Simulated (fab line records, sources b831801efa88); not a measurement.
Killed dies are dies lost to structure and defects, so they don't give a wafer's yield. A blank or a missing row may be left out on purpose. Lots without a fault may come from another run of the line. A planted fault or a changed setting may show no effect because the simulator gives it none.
Chamber matching | flow gf180mcu | GF_V3_CMP_04 on cmp-01: 4 sister chambers
The step polishes SiO2. 4 wafers are shown with their chamber, then 12 later ones without.

WAFERS WITH THEIR CHAMBER
wafer  | chamber | motor_current_A (A)
L088.6 | 2       | 13.9
L089.2 | 1       | 13.8
L089.3 | 3       | 12.9
L089.4 | 0       | 11.0

WAFERS WITHOUT THEIR CHAMBER
wafer  | motor_current_A (A)
L091.1 | 13.8
L091.2 | 13.5
L091.5 | 13.1
L093.1 | 10.8
L093.2 | 13.1
L093.6 | 13.3
L095.2 | 13.0
L095.3 | 13.7
L095.5 | 13.5
L096.1 | 12.5
L096.3 | 10.8
L096.4 | 14.5

WHICH CHAMBER EACH WENT THROUGH
wafer  | from the rows above          | in truth
L091.1 | can't be placed: 1 or 2      | 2
L091.2 | can't be placed: 1 or 2 or 3 | 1
L091.5 | can't be placed: 3 or 1      | 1
L093.1 | 0                            | 0
L093.2 | can't be placed: 3 or 1      | 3
L093.6 | can't be placed: 3 or 1 or 2 | 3
L095.2 | 3                            | 3
L095.3 | can't be placed: 1 or 2      | 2
L095.5 | can't be placed: 1 or 2 or 3 | 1
L096.1 | 3                            | 3
L096.3 | 0                            | 0
L096.4 | can't be placed: 2 or 1      | 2
Placed correctly: 4 of 12. Can't be placed from these rows: 8 (the true chamber is among the candidates in 8). Placed wrongly: 0.
How it was worked out, from the rows above alone: a wafer's distance from a chamber is the root of the sum, over the readings, of the square of ((its reading less the chamber's mean) divided by the reading's scatter). The wafer belongs to the nearest chamber; if the next one is less than 2 further off, it can't be placed. A chamber's mean is the mean of its shown wafers. The scatter: with one shown wafer a chamber, the root of the mean of the squares of how far each hidden wafer lies from its nearest shown one.
